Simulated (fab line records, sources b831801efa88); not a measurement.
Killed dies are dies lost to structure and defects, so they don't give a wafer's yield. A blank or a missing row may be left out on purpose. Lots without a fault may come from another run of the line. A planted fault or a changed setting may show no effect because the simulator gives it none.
One fault seen from 2 desks | flow sky130 | each desk has only its own numbers; what lay behind them comes last

THE TOOL OWNER'S DESK: rie_diel-01
The tool's own readings at SKY_CONTACT_ETCH_17 (etches SiO2 in C4F8/O2/Ar, stops on Si3N4, target depth 340 nm): means of the sampled wafers that have a number, for each lot that ran on this tool. A lot is out of limits, marked OUT, if its mean lies more than 4 standard deviations from the usual mean; the brackets give that distance.
Columns: A = chamber_pressure_mTorr at SKY_CONTACT_ETCH_17, usual 40.00 mTorr; B = oes_product_au at SKY_CONTACT_ETCH_17, usual 0.892 a.u.
lot  | first seen here | A     | B
L213 | day 33 04:16    | 40.02 | 0.894
L217 | day 34 02:47    | 40.01 | 0.894
L224 | day 36 13:38    | 39.96 | 0.889
This desk's finding: nothing out of limits on any of the 3 lots.

THE METROLOGY DESK
What the gauges read, lot by lot, whatever tool the lot ran on: means of the sampled wafers that have a number. A lot is out of limits, marked OUT, if its mean lies more than 4 standard deviations from the usual mean; the brackets give that distance.
Columns: A = METAL4_OVL at SKY_METAL4_OVL_MEAS_14, usual -2 nm
lot  | first seen here | A
L210 | day 42 01:30    | 3
L211 | day 42 08:45    | -7
L212 | day 43 00:12    | -5
L213 | day 43 05:59    | -8
L217 | day 44 00:36    | -2
L222 | day 45 23:45    | -3
L224 | day 46 01:48    | 3
L226 | day 46 15:25    | 1
L227 | day 46 17:14    | -2
L229 | day 47 06:00    | -12
L231 | day 47 19:54    | -2
L232 | day 48 02:04    | -7
This desk's finding: nothing out of limits on any of the 12 lots.

PUT TOGETHER
The tool owner's desk saw nothing out of limits.
The metrology desk saw nothing out of limits.

WHAT THE SIMULATOR HAD PUT IN
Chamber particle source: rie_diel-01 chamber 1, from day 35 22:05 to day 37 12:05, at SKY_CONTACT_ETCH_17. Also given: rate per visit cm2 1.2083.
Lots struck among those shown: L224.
